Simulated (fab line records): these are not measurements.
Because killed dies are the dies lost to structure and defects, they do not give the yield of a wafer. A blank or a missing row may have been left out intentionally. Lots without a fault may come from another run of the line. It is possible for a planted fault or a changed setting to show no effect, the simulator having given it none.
fab line records + flow sky130
[record]
- lots = 13
- wafers = 39
- lastDay = 50
route steps=708 shown SONOS_TUNNEL@162 SONOS_ONO@171 LDD_P@264 LDD_HVP@285 PAD_OPEN@708
lots with no fault: from the same line, run without faults
startH: hours from the record's opening day to when the first of the lot's shown wafers began + waitH: hours elapsed since this lot's preceding step + " same as the row above + L1.1+2: a row that stands for several wafers + - no value present, or no start provided + * or withheld: withheld + < > ~ a bound
route shown NAME@n: a module of which the file shows steps, and the number in the route of the first + usual: the fault-free wafers' mean and standard deviation + same: alike in all rows + chamber/n: place in a boat + sites: each site's reading + _std_site: standard deviation across them + _edge_site: mean of outer sites minus mean of inner sites + radiusMm: for every site, how far away it sits from the centre of the wafer + mask NAME#n: copy n + behind: the most recent tool/chamber to have shaped the wafer + hold: what put the lot on hold/how long, in hours/how the hold closed + device: the transistor (n, p or np) that didn't switch + end of line: at the end of the route, the tests of the same wafers + a step given without rows: its recipe and nothing more + killed: at the first sort, the dies lost to defects and structure; wafer yield is something else + map: dies across one wafer; x = killed, . = not, _ = none there
set.NAME: the setting that was run; set.NAME@STEP: the one run at that earlier step + model.NAME: the simulator's own value behind a step, which no gauge read
one table for each step of the route and one row for each wafer, over a sample of lots
services: from which hour (startH, from the record's first day; less than 0 if before it) a tool's chamber was out of use, for how many hours, and why
[[steps]]
[step SKY_SONOS_TUNNEL_OVL_MEAS_08]
[usual]
- SONOS_TUNNEL_OVL = 0.0/1.3
| lot.wafer | tool       | chamber | startH | waitH | SONOS_TUNNEL_OVL[nm] |
|-----------|------------|---------|--------|-------|----------------------|
| L544.4    | overlay-01 | -       | 246.27 | 0.1   | -0.8                 |
| L544.5    | "          | -       | "      | "     | -0.2                 |
| L544.6    | "          | -       | "      | "     | 0.1                  |
| L547.1    | overlay-02 | -       | 271.29 | 0.1   | -0.9                 |
| L547.2    | "          | -       | "      | "     | -0.5                 |
| L547.3    | "          | -       | "      | "     | 1.0                  |
| L548.1    | overlay-01 | -       | 275.15 | 0.1   | 1.2                  |
| L548.2    | "          | -       | "      | "     | 2.6                  |
| L548.4    | "          | -       | "      | "     | 1.2                  |
| L553.2    | overlay-01 | -       | 315.20 | 0.1   | -0.9                 |
| L553.3    | "          | -       | "      | "     | 1.8                  |
| L553.6    | "          | -       | "      | "     | -1.4                 |
| L554.1    | overlay-01 | -       | 318.50 | 0.1   | -2.4                 |
| L554.3    | "          | -       | "      | "     | -1.0                 |
| L554.6    | "          | -       | "      | "     | -2.3                 |
| L556.1    | overlay-02 | -       | 337.65 | 0.1   | 0.8                  |
| L556.3    | "          | -       | "      | "     | 1.7                  |
| L556.5    | "          | -       | "      | "     | 1.1                  |
| L559.2    | overlay-01 | -       | 364.70 | 0.1   | 1.4                  |
| L559.4    | "          | -       | "      | "     | -1.3                 |
| L559.6    | "          | -       | "      | "     | -0.3                 |
| L561.1    | overlay-01 | -       | 389.85 | 0.1   | -1.1                 |
| L561.2    | "          | -       | "      | "     | -0.7                 |
| L561.5    | "          | -       | "      | "     | 0.2                  |
| L562.1    | overlay-02 | -       | 400.49 | 0.1   | 0.4                  |
| L562.3    | "          | -       | "      | "     | 2.5                  |
| L562.4    | "          | -       | "      | "     | 0.4                  |
| L564.1    | overlay-01 | -       | 402.39 | 0.1   | -1.4                 |
| L564.4    | "          | -       | "      | "     | -3.2                 |
| L564.6    | "          | -       | "      | "     | -1.8                 |
| L565.1    | overlay-01 | -       | 433.64 | 0.1   | 0.7                  |
| L565.4    | "          | -       | "      | "     | 0.3                  |
| L565.5    | "          | -       | "      | "     | 1.7                  |
| L567.1    | overlay-02 | -       | 437.49 | 0.1   | -1.2                 |
| L567.3    | "          | -       | "      | "     | 2.1                  |
| L567.5    | "          | -       | "      | "     | 1.6                  |
| L566.3    | overlay-02 | -       | 442.65 | 0.1   | -0.9                 |
| L566.4    | "          | -       | "      | "     | 0.3                  |
| L566.5    | "          | -       | "      | "     | -0.2                 |
[step SKY_SONOS_ONO_THK_MEAS_03]
[recipe]
- reads = Si3N4_of_SONOS_ONO_CVD_02
[usual]
- SONOS_ONO_CVD_02_THK = 10.47/0.13
| lot.wafer | tool         | chamber | startH | waitH | SONOS_ONO_CVD_02_THK[nm] |
|-----------|--------------|---------|--------|-------|--------------------------|
| L544.4    | filmMetro-02 | -       | 266.93 | 0.0   | 10.30                    |
| L544.5    | "            | -       | "      | "     | 10.37                    |
| L544.6    | "            | -       | "      | "     | 10.39                    |
| L547.1    | filmMetro-01 | -       | 278.28 | 0.0   | 10.46                    |
| L547.2    | "            | -       | "      | "     | 10.39                    |
| L547.3    | "            | -       | "      | "     | 10.29                    |
| L548.1    | filmMetro-01 | -       | 282.32 | 0.0   | 10.51                    |
| L548.2    | "            | -       | "      | "     | 10.31                    |
| L548.4    | "            | -       | "      | "     | 10.52                    |
| L554.1    | filmMetro-01 | -       | 323.29 | 0.0   | 10.69                    |
| L554.3    | "            | -       | "      | "     | 10.61                    |
| L554.6    | "            | -       | "      | "     | 10.79                    |
| L553.2    | filmMetro-03 | -       | 323.30 | 0.0   | 10.56                    |
| L553.3    | "            | -       | "      | "     | 10.44                    |
| L553.6    | "            | -       | "      | "     | 10.68                    |
| L556.1    | filmMetro-01 | -       | 340.85 | 0.0   | 10.47                    |
| L556.3    | "            | -       | "      | "     | 10.56                    |
| L556.5    | "            | -       | "      | "     | 10.53                    |
| L559.2    | filmMetro-03 | -       | 373.14 | 0.0   | 10.57                    |
| L559.4    | "            | -       | "      | "     | 10.54                    |
| L559.6    | "            | -       | "      | "     | 10.40                    |
| L561.1    | filmMetro-03 | -       | 397.76 | 0.0   | 10.42                    |
| L561.2    | "            | -       | "      | "     | 10.35                    |
| L561.5    | "            | -       | "      | "     | 10.39                    |
| L562.1    | filmMetro-01 | -       | 409.88 | 0.0   | 10.34                    |
| L562.3    | "            | -       | "      | "     | 10.29                    |
| L562.4    | "            | -       | "      | "     | 10.48                    |
| L564.1    | filmMetro-03 | -       | 409.88 | 0.0   | 10.66                    |
| L564.4    | "            | -       | "      | "     | 10.61                    |
| L564.6    | "            | -       | "      | "     | 10.63                    |
| L565.1    | filmMetro-03 | -       | 436.92 | 0.0   | 10.41                    |
| L565.4    | "            | -       | "      | "     | 10.35                    |
| L565.5    | "            | -       | "      | "     | 10.31                    |
| L567.1    | filmMetro-03 | -       | 441.23 | 0.0   | 10.47                    |
| L567.3    | "            | -       | "      | "     | 10.40                    |
| L567.5    | "            | -       | "      | "     | 10.47                    |
| L566.3    | filmMetro-02 | -       | 446.14 | 0.0   | 10.46                    |
| L566.4    | "            | -       | "      | "     | 10.46                    |
| L566.5    | "            | -       | "      | "     | 10.52                    |
[step SKY_LDD_P_IMPLANT_09]
[recipe]
- species = BF2
- energyKev = 25
- doseCm2 = 1e+13
- tiltDeg = withheld
[usual]
- beamEnergyKeV = 25.002/0.0077
- endStationPressureTorr = 5.08e-06/2.6e-07
| lot.wafer | tool         | chamber | startH | waitH | beamEnergyKeV | endStationPressureTorr |
|-----------|--------------|---------|--------|-------|---------------|------------------------|
| L544.4    | implanter-04 | 0       | 442.16 | 0.1   | 25.009        | 5e-06                  |
| L544.5    | "            | 0       | "      | "     | 24.994        | 5.05e-06               |
| L544.6    | "            | 0       | "      | "     | 25.013        | 5.1e-06                |
| L547.1    | implanter-03 | 0       | 456.14 | 0.0   | 25.011        | 5.2e-06                |
| L547.2    | "            | 0       | "      | "     | 25.007        | 5.16e-06               |
| L547.3    | "            | 0       | "      | "     | 25.016        | 4.98e-06               |
| L548.1    | implanter-04 | 0       | 461.23 | 0.0   | 24.984        | 4.71e-06               |
| L548.2    | "            | 0       | "      | "     | 24.990        | 5.33e-06               |
| L548.4    | "            | 0       | "      | "     | 24.993        | 4.75e-06               |
| L553.2    | implanter-04 | 0       | 511.81 | 0.1   | 21.122        | 5.72e-06               |
| L553.3    | "            | 0       | "      | "     | 21.111        | 5.02e-06               |
| L553.6    | "            | 0       | "      | "     | 21.118        | 5.09e-06               |
| L554.1    | implanter-03 | 0       | 514.92 | 0.0   | 24.986        | 4.94e-06               |
| L554.3    | "            | 0       | "      | "     | 25.001        | 4.81e-06               |
| L554.6    | "            | 0       | "      | "     | 25.007        | 5.34e-06               |
| L556.1    | implanter-04 | 0       | 531.36 | 0.0   | 21.118        | 4.9e-06                |
| L556.3    | "            | 0       | "      | "     | 21.117        | 5.32e-06               |
| L556.5    | "            | 0       | "      | "     | 21.106        | 5.25e-06               |
| L559.2    | implanter-03 | 0       | 566.53 | 0.0   | 24.994        | 5.11e-06               |
| L559.4    | "            | 0       | "      | "     | 24.994        | 4.9e-06                |
| L559.6    | "            | 0       | "      | "     | 24.996        | 5.39e-06               |
| L561.1    | implanter-03 | 0       | 592.79 | 0.0   | 24.995        | 5.49e-06               |
| L561.2    | "            | 0       | "      | "     | 25.003        | 5.19e-06               |
| L561.5    | "            | 0       | "      | "     | 24.999        | 4.62e-06               |
| L562.1    | implanter-03 | 0       | 602.51 | 0.0   | 25.002        | 5.33e-06               |
| L562.3    | "            | 0       | "      | "     | 25.011        | 5.6e-06                |
| L562.4    | "            | 0       | "      | "     | 25.007        | 5.55e-06               |
| L564.1    | implanter-02 | 0       | 603.14 | 0.0   | 25.004        | 5.52e-06               |
| L564.4    | "            | 0       | "      | "     | 24.992        | 5.23e-06               |
| L564.6    | "            | 0       | "      | "     | 25.003        | 5.31e-06               |
| L565.1    | implanter-03 | 0       | 633.23 | 0.0   | 24.993        | 5.02e-06               |
| L565.4    | "            | 0       | "      | "     | 25.010        | 4.8e-06                |
| L565.5    | "            | 0       | "      | "     | 24.990        | 5.03e-06               |
| L567.1    | implanter-04 | 0       | 633.61 | 0.0   | 25.013        | 5.23e-06               |
| L567.3    | "            | 0       | "      | "     | 24.997        | 4.96e-06               |
| L567.5    | "            | 0       | "      | "     | 25.009        | 5.02e-06               |
| L566.3    | implanter-03 | 0       | 646.74 | 0.1   | 25.004        | 5.48e-06               |
| L566.4    | "            | 0       | "      | "     | 24.995        | 5.03e-06               |
| L566.5    | "            | 0       | "      | "     | 25.004        | 5.08e-06               |
[step SKY_LDD_P_TW_MEAS_11]
[usual]
- LDD_P_TW = 635/3.1
| lot.wafer | tool         | chamber | startH | waitH | hold                    | LDD_P_TW |
|-----------|--------------|---------|--------|-------|-------------------------|----------|
| L544.4    | filmMetro-01 | -       | 442.36 | 0.1   | -                       | 637      |
| L544.5    | "            | -       | "      | "     | -                       | 637      |
| L544.6    | "            | -       | "      | "     | -                       | 637      |
| L547.1    | filmMetro-01 | -       | 456.39 | 0.1   | -                       | 633      |
| L547.2    | "            | -       | "      | "     | -                       | 636      |
| L547.3    | "            | -       | "      | "     | -                       | 636      |
| L548.1    | filmMetro-03 | -       | 461.48 | 0.1   | -                       | 636      |
| L548.2    | "            | -       | "      | "     | -                       | 635      |
| L548.4    | "            | -       | "      | "     | -                       | 633      |
| L553.2    | filmMetro-01 | -       | 512.17 | 0.1   | awaitDispo/0.2h/release | 603      |
| L553.3    | "            | -       | "      | "     | awaitDispo/0.2h/release | 602      |
| L553.6    | "            | -       | "      | "     | awaitDispo/0.2h/release | 606      |
| L553.2    | filmMetro-01 | -       | 512.39 | 0.2   | -                       | 603      |
| L553.3    | "            | -       | "      | "     | -                       | 602      |
| L553.6    | "            | -       | "      | "     | -                       | 603      |
| L554.1    | filmMetro-04 | -       | 515.17 | 0.1   | -                       | 636      |
| L554.3    | "            | -       | "      | "     | -                       | 637      |
| L554.6    | "            | -       | "      | "     | -                       | 635      |
| L556.1    | filmMetro-04 | -       | 531.61 | 0.1   | awaitDispo/0.2h/release | 606      |
| L556.3    | "            | -       | "      | "     | awaitDispo/0.2h/release | 609      |
| L556.5    | "            | -       | "      | "     | awaitDispo/0.2h/release | 610      |
| L556.1    | filmMetro-04 | -       | 531.94 | 0.3   | -                       | 611      |
| L556.3    | "            | -       | "      | "     | -                       | 613      |
| L556.5    | "            | -       | "      | "     | -                       | 613      |
| L559.2    | filmMetro-01 | -       | 566.77 | 0.1   | -                       | 637      |
| L559.4    | "            | -       | "      | "     | -                       | 636      |
| L559.6    | "            | -       | "      | "     | -                       | 633      |
| L561.1    | filmMetro-03 | -       | 593.04 | 0.1   | -                       | 635      |
| L561.2    | "            | -       | "      | "     | -                       | 633      |
| L561.5    | "            | -       | "      | "     | -                       | 632      |
| L562.1    | filmMetro-03 | -       | 602.76 | 0.1   | -                       | 631      |
| L562.3    | "            | -       | "      | "     | -                       | 632      |
| L562.4    | "            | -       | "      | "     | -                       | 633      |
| L564.1    | filmMetro-03 | -       | 603.39 | 0.1   | -                       | 630      |
| L564.4    | "            | -       | "      | "     | -                       | 633      |
| L564.6    | "            | -       | "      | "     | -                       | 634      |
| L565.1    | filmMetro-01 | -       | 633.48 | 0.1   | -                       | 631      |
| L565.4    | "            | -       | "      | "     | -                       | 629      |
| L565.5    | "            | -       | "      | "     | -                       | 630      |
| L567.1    | filmMetro-03 | -       | 633.86 | 0.1   | -                       | 639      |
| L567.3    | "            | -       | "      | "     | -                       | 638      |
| L567.5    | "            | -       | "      | "     | -                       | 637      |
| L566.3    | filmMetro-03 | -       | 646.96 | 0.1   | -                       | 640      |
| L566.4    | "            | -       | "      | "     | -                       | 637      |
| L566.5    | "            | -       | "      | "     | -                       | 635      |
[step SKY_LDD_HVP_OVL_MEAS_07]
[usual]
- LDD_HVP_OVL = 0.4/1.4
| lot.wafer | tool       | chamber | startH | waitH | LDD_HVP_OVL[nm] |
|-----------|------------|---------|--------|-------|-----------------|
| L544.4    | overlay-02 | -       | 503.44 | 0.1   | 2.2             |
| L544.5    | "          | -       | "      | "     | 0.6             |
| L544.6    | "          | -       | "      | "     | 0.7             |
| L547.1    | overlay-02 | -       | 517.98 | 0.1   | -0.1            |
| L547.2    | "          | -       | "      | "     | -1.8            |
| L547.3    | "          | -       | "      | "     | -0.3            |
| L548.1    | overlay-02 | -       | 521.97 | 0.1   | -1.7            |
| L548.2    | "          | -       | "      | "     | -2.1            |
| L548.4    | "          | -       | "      | "     | -2.4            |
| L553.2    | overlay-01 | -       | 571.54 | 0.1   | 0.4             |
| L553.3    | "          | -       | "      | "     | 0.8             |
| L553.6    | "          | -       | "      | "     | 0.7             |
| L554.1    | overlay-01 | -       | 574.67 | 0.1   | -0.2            |
| L554.3    | "          | -       | "      | "     | -1.8            |
| L554.6    | "          | -       | "      | "     | -1.2            |
| L556.1    | overlay-01 | -       | 590.27 | 0.1   | 1.2             |
| L556.3    | "          | -       | "      | "     | 0.2             |
| L556.5    | "          | -       | "      | "     | 2.4             |
| L559.2    | overlay-01 | -       | 623.27 | 0.1   | -0.9            |
| L559.4    | "          | -       | "      | "     | 2.2             |
| L559.6    | "          | -       | "      | "     | 2.3             |
| L561.1    | overlay-02 | -       | 651.13 | 0.1   | 1.1             |
| L561.2    | "          | -       | "      | "     | 1.3             |
| L561.5    | "          | -       | "      | "     | 0.0             |
| L562.1    | overlay-01 | -       | 655.72 | 0.1   | 0.1             |
| L562.3    | "          | -       | "      | "     | -0.2            |
| L562.4    | "          | -       | "      | "     | -0.9            |
| L564.1    | overlay-02 | -       | 657.12 | 0.1   | 1.4             |
| L564.4    | "          | -       | "      | "     | 0.7             |
| L564.6    | "          | -       | "      | "     | 1.3             |
| L565.1    | overlay-01 | -       | 690.32 | 0.1   | 0.7             |
| L565.4    | "          | -       | "      | "     | -1.4            |
| L565.5    | "          | -       | "      | "     | -1.3            |
| L567.1    | overlay-02 | -       | 690.98 | 0.1   | 0.4             |
| L567.3    | "          | -       | "      | "     | 3.8             |
| L567.5    | "          | -       | "      | "     | 0.6             |
| L566.3    | overlay-01 | -       | 702.33 | 0.1   | 0.0             |
| L566.4    | "          | -       | "      | "     | -1.4            |
| L566.5    | "          | -       | "      | "     | -1.3            |
[step SKY_PAD_OPEN_PROBE_99]
[usual]
- killed_at_M0_to_M3 = 43/5.9
- killed_at_M4_up = 3.3/1.9
- killedAtContacts = 24/5.6
- killedAtFrontEnd = 15/4.1
- killedAtOther = 0.4/0.66
- killedDies = 86/9
- killedOpen = 47/6.9
- killedShort = 39/6.2
[same]
- grossDies = 492
- killedAtBackSide = 0
| lot.wafer | tool      | chamber | startH  | waitH | killed_at_M0_to_M3 | killed_at_M4_up | killedAtContacts | killedAtFrontEnd | killedAtOther | killedDies | killedOpen | killedShort |
|-----------|-----------|---------|---------|-------|--------------------|-----------------|------------------|------------------|---------------|------------|------------|-------------|
| L547.1    | prober-02 | -       | 1088.64 | 0.1   | 48                 | 2               | 15               | 12               | 0             | 77         | 41         | 35          |
| L547.2    | prober-02 | -       | 1088.69 | 0.1   | 43                 | 2               | 27               | 13               | 1             | 86         | 38         | 46          |
| L547.3    | prober-02 | -       | 1088.74 | 0.2   | 45                 | 4               | 29               | 13               | 0             | 91         | 50         | 40          |
| L554.1    | prober-01 | -       | 1126.04 | 0.1   | 45                 | 3               | 16               | 17               | 2             | 83         | 43         | 40          |
| L554.3    | prober-01 | -       | 1126.14 | 0.2   | 42                 | 5               | 23               | 12               | 0             | 82         | 47         | 35          |
| L554.6    | prober-01 | -       | 1126.29 | 0.2   | 48                 | 2               | 19               | 8                | 0             | 77         | 39         | 38          |
| L556.1    | prober-02 | -       | 1145.72 | 0.1   | 37                 | 1               | 25               | 9                | 0             | 72         | 46         | 25          |
| L556.3    | prober-02 | -       | 1145.82 | 0.2   | 39                 | 2               | 39               | 11               | 1             | 92         | 45         | 47          |
| L556.5    | prober-02 | -       | 1145.92 | 0.2   | 34                 | 2               | 22               | 15               | 2             | 75         | 28         | 47          |
| L561.1    | prober-02 | -       | 1176.68 | 0.1   | 34                 | 2               | 20               | 12               | 1             | 69         | 41         | 24          |
| L561.2    | prober-02 | -       | 1176.73 | 0.1   | 38                 | 8               | 21               | 16               | 0             | 83         | 45         | 36          |
| L561.5    | prober-02 | -       | 1176.88 | 0.2   | 39                 | 2               | 25               | 12               | 1             | 79         | 42         | 37          |
| L562.1    | prober-02 | -       | 1179.62 | 0.1   | 44                 | 6               | 17               | 18               | 0             | 85         | 42         | 43          |
| L562.3    | prober-02 | -       | 1179.72 | 0.2   | 42                 | 4               | 24               | 19               | 2             | 91         | 51         | 39          |
| L562.4    | prober-02 | -       | 1179.77 | 0.2   | 39                 | 6               | 21               | 14               | 0             | 80         | 45         | 35          |
| L565.1    | prober-02 | -       | 1199.21 | 0.1   | 38                 | 3               | 23               | 13               | 0             | 77         | 51         | 26          |
| L565.4    | prober-02 | -       | 1199.36 | 0.2   | 48                 | 3               | 28               | 17               | 0             | 96         | 52         | 43          |
| L565.5    | prober-02 | -       | 1199.41 | 0.2   | 51                 | 0               | 30               | 20               | 0             | 101        | 67         | 34          |
| L567.1    | prober-01 | -       | 1200.35 | 0.1   | 46                 | 1               | 26               | 9                | 0             | 82         | 47         | 35          |
| L567.3    | prober-01 | -       | 1200.45 | 0.2   | 37                 | 6               | 22               | 15               | 0             | 80         | 47         | 33          |
| L567.5    | prober-01 | -       | 1200.55 | 0.2   | 35                 | 3               | 21               | 20               | 1             | 80         | 40         | 40          |
| L566.3    | prober-01 | -       | 1203.07 | 0.2   | 40                 | 5               | 21               | 13               | 0             | 79         | 48         | 30          |
| L566.4    | prober-01 | -       | 1203.12 | 0.2   | 41                 | 7               | 16               | 18               | 0             | 82         | 50         | 30          |
| L566.5    | prober-01 | -       | 1203.17 | 0.2   | 45                 | 3               | 18               | 12               | 0             | 78         | 43         | 35          |
// killed by level:class
L547.1 VIA2:geometricParticle:open=8 METAL1:geometricParticle:short=7 LI_CONTACT:geometricParticle:open=6 VIA3:geometricParticle:open=6 METAL3:geometricParticle:short=5 CONTACT:geometricParticle:open=5 VIA1:geometricParticle:open=5 METAL2:geometricParticle:short=4
L547.2 CONTACT:geometricParticle:open=11 METAL1:geometricParticle:short=8 VIA2:geometricParticle:open=8 CONTACT:geometricParticle:short=7 VIA1:geometricParticle:open=7 VIA3:geometricParticle:short=5 LOCAL_INTERCONNECT:geometricParticle:short=4 VIA3:geometricParticle:open=4
L547.3 CONTACT:geometricParticle:open=11 FIELD_ISO:geometricParticle:open=7 VIA1:geometricParticle:open=7 CONTACT:geometricParticle:short=7 VIA2:geometricParticle:open=7 LI_CONTACT:geometricParticle:short=6 VIA3:geometricParticle:open=6 METAL2:geometricParticle:short=5
L554.1 VIA1:geometricParticle:open=9 VIA2:geometricParticle:open=8 POLY_GATE:geometricParticle:short=6 CONTACT:geometricParticle:open=6 VIA1:geometricParticle:short=6 METAL2:geometricParticle:short=6 VIA3:geometricParticle:open=5 FIELD_ISO:geometricParticle:open=3
L554.3 VIA2:geometricParticle:open=13 CONTACT:geometricParticle:open=8 VIA1:geometricParticle:open=8 METAL2:geometricParticle:short=6 POLY_GATE:geometricParticle:open=5 LI_CONTACT:geometricParticle:open=5 CONTACT:geometricParticle:short=5 POLY_GATE:geometricParticle:short=3
L554.6 VIA1:geometricParticle:open=11 METAL2:geometricParticle:short=9 CONTACT:geometricParticle:open=7 VIA2:geometricParticle:open=7 LI_CONTACT:geometricParticle:open=6 VIA1:geometricParticle:short=5 POLY_GATE:geometricParticle:short=4 METAL1:geometricParticle:short=4
L556.1 VIA1:geometricParticle:open=11 CONTACT:geometricParticle:open=8 LI_CONTACT:geometricParticle:open=7 VIA2:geometricParticle:open=5 LOCAL_INTERCONNECT:geometricParticle:short=4 CONTACT:geometricParticle:short=4 FIELD_ISO:geometricParticle:open=3 VIA1:geometricParticle:short=3
L556.3 LI_CONTACT:geometricParticle:open=15 CONTACT:geometricParticle:open=11 METAL1:geometricParticle:short=7 VIA2:geometricParticle:open=7 METAL2:geometricParticle:short=6 LI_CONTACT:geometricParticle:short=5 CONTACT:geometricParticle:short=5 VIA1:geometricParticle:open=5
L556.5 METAL2:geometricParticle:short=9 LI_CONTACT:geometricParticle:open=7 FIELD_ISO:geometricParticle:short=6 LOCAL_INTERCONNECT:geometricParticle:short=5 VIA2:geometricParticle:open=5 LI_CONTACT:geometricParticle:short=4 METAL1:geometricParticle:short=4 VIA2:geometricParticle:short=4
L561.1 VIA2:geometricParticle:open=8 CONTACT:geometricParticle:open=8 LI_CONTACT:geometricParticle:open=6 VIA1:geometricParticle:open=6 METAL2:geometricParticle:short=6 VIA3:geometricParticle:open=5 FIELD_ISO:geometricParticle:open=4 CONTACT:geometricParticle:short=4
L561.2 VIA2:geometricParticle:open=11 LI_CONTACT:geometricParticle:open=7 VIA1:geometricParticle:short=5 METAL2:geometricParticle:short=5 VIA3:geometricParticle:open=5 METAL4:geometricParticle:short=5 POLY_GATE:geometricParticle:open=4 POLY_GATE:geometricParticle:short=4
L561.5 CONTACT:geometricParticle:open=15 METAL1:geometricParticle:short=10 VIA1:geometricParticle:open=8 METAL2:geometricParticle:short=7 CONTACT:geometricParticle:short=4 VIA2:geometricParticle:open=4 VIA3:geometricParticle:short=4 POLY_GATE:geometricParticle:open=3
L562.1 VIA1:geometricParticle:open=20 FIELD_ISO:geometricParticle:short=7 POLY_GATE:geometricParticle:short=6 METAL1:geometricParticle:short=6 VIA2:geometricParticle:open=5 LI_CONTACT:geometricParticle:open=5 CONTACT:geometricParticle:short=5 METAL4:geometricParticle:short=5
L562.3 VIA1:geometricParticle:open=11 CONTACT:geometricParticle:open=8 METAL1:geometricParticle:short=7 POLY_GATE:geometricParticle:open=6 LI_CONTACT:geometricParticle:open=6 VIA3:geometricParticle:open=6 SPACER:geometricParticle:short=4 SPACER:geometricParticle:open=4
L562.4 VIA1:geometricParticle:open=9 CONTACT:geometricParticle:open=8 VIA3:geometricParticle:open=7 METAL1:geometricParticle:short=6 METAL4:geometricParticle:short=5 FIELD_ISO:geometricParticle:short=4 LI_CONTACT:geometricParticle:open=4 METAL1:geometricParticle:open=4
L565.1 CONTACT:geometricParticle:open=16 FIELD_ISO:geometricParticle:open=7 METAL1:geometricParticle:short=7 VIA1:geometricParticle:open=6 VIA2:geometricParticle:open=6 POLY_GATE:geometricParticle:open=5 METAL2:geometricParticle:short=5 LI_CONTACT:geometricParticle:open=4
L565.4 CONTACT:geometricParticle:open=11 FIELD_ISO:geometricParticle:short=10 VIA1:geometricParticle:open=9 LOCAL_INTERCONNECT:geometricParticle:short=8 VIA2:geometricParticle:open=8 VIA3:geometricParticle:open=8 METAL2:geometricParticle:short=7 VIA1:geometricParticle:short=5
L565.5 VIA1:geometricParticle:open=16 LI_CONTACT:geometricParticle:open=11 VIA3:geometricParticle:open=11 CONTACT:geometricParticle:open=9 FIELD_ISO:geometricParticle:open=6 METAL3:geometricParticle:short=6 CONTACT:geometricParticle:short=5 VIA2:geometricParticle:open=5
L567.1 CONTACT:geometricParticle:open=9 LI_CONTACT:geometricParticle:open=8 VIA1:geometricParticle:open=8 VIA2:geometricParticle:open=8 METAL3:geometricParticle:short=6 VIA3:geometricParticle:open=6 METAL2:geometricParticle:short=5 METAL1:geometricParticle:short=5
L567.3 VIA1:geometricParticle:open=13 LI_CONTACT:geometricParticle:open=7 FIELD_ISO:geometricParticle:open=5 VIA2:geometricParticle:open=5 CONTACT:geometricParticle:short=4 CONTACT:geometricParticle:open=4 VIA1:geometricParticle:short=4 VIA3:geometricParticle:open=4
L567.5 CONTACT:geometricParticle:open=7 VIA1:geometricParticle:open=6 FIELD_ISO:geometricParticle:short=5 FIELD_ISO:geometricParticle:open=5 LI_CONTACT:geometricParticle:short=5 METAL2:geometricParticle:short=5 VIA3:geometricParticle:open=5 POLY_GATE:geometricParticle:short=4
L566.3 CONTACT:geometricParticle:open=11 VIA1:geometricParticle:open=10 LI_CONTACT:geometricParticle:open=6 VIA2:geometricParticle:open=6 VIA2:geometricParticle:short=6 FIELD_ISO:geometricParticle:open=4 VIA3:geometricParticle:open=4 FIELD_ISO:geometricParticle:short=3
L566.4 VIA1:geometricParticle:open=11 VIA3:geometricParticle:open=8 CONTACT:geometricParticle:open=6 FIELD_ISO:geometricParticle:open=5 LI_CONTACT:geometricParticle:open=5 VIA2:geometricParticle:open=5 FIELD_ISO:geometricParticle:short=4 POLY_GATE:geometricParticle:open=4
L566.5 VIA1:geometricParticle:open=11 CONTACT:geometricParticle:open=7 VIA1:geometricParticle:short=7 VIA2:geometricParticle:open=7 METAL2:geometricParticle:short=6 FIELD_ISO:geometricParticle:open=4 METAL1:geometricParticle:short=3 LI_CONTACT:geometricParticle:open=3
[[services]]
| tool         | chamber | startH | hours | kind   |
|--------------|---------|--------|-------|--------|
| implanter-02 | -       | 450.67 | 6.6   | pm     |
| implanter-02 | -       | 458.69 | 12.0  | repair |
| implanter-02 | -       | 523.92 | 6.8   | repair |
| implanter-04 | -       | 542.98 | 3.2   | repair |
| implanter-02 | -       | 560.87 | 6.7   | repair |
| implanter-03 | -       | 589.15 | 3.6   | pm     |
| implanter-02 | -       | 625.65 | 4.0   | repair |
| implanter-04 | -       | 626.60 | 4.8   | pm     |
| implanter-04 | -       | 634.00 | 3.8   | repair |
| implanter-04 | -       | 637.80 | 19.5  | pm     |
[[key]]
[firstSign]
- step = SKY_LDD_P_IMPLANT_09
- reading = beamEnergyKeV
- direction = down
- sigmas = 99+
- usual = *
- struck = *
[effect]
- step = SKY_LDD_P_TW_MEAS_11
- reading = visit
- direction = added
[effect]
- step = SKY_LDD_P_TW_MEAS_11
- reading = LDD_P_TW
- direction = down
- sigmas = 9.2
- usual = 635
- struck = 606
metAt SKY_LDD_P_IMPLANT_09
struckLots L553,L556
testerLeftOut L553,L556
notActingAt SKY_SONOS_TUNNEL_OVL_MEAS_08,SKY_SONOS_ONO_THK_MEAS_03,SKY_LDD_HVP_OVL_MEAS_07
onsetBetween 461.23 511.81
[fault]
- kind = processParameterDrift
- tool = implanter-04
- chamber = -
- onsetH = 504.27
- steps = SKY_LDD_P_IMPLANT_09
- channel = energyKev
- offset = *
- shape = step
- endH = 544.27
- actsIn = *
- stated = *
// testerLeftOut: of these lots the tester's yield and bins aren't shown, on N5 and GAA mostly nor the transistor test; their killed dies are dies lost to structure and defects alone, not to doping, threshold or leakage, so they don't give the yield
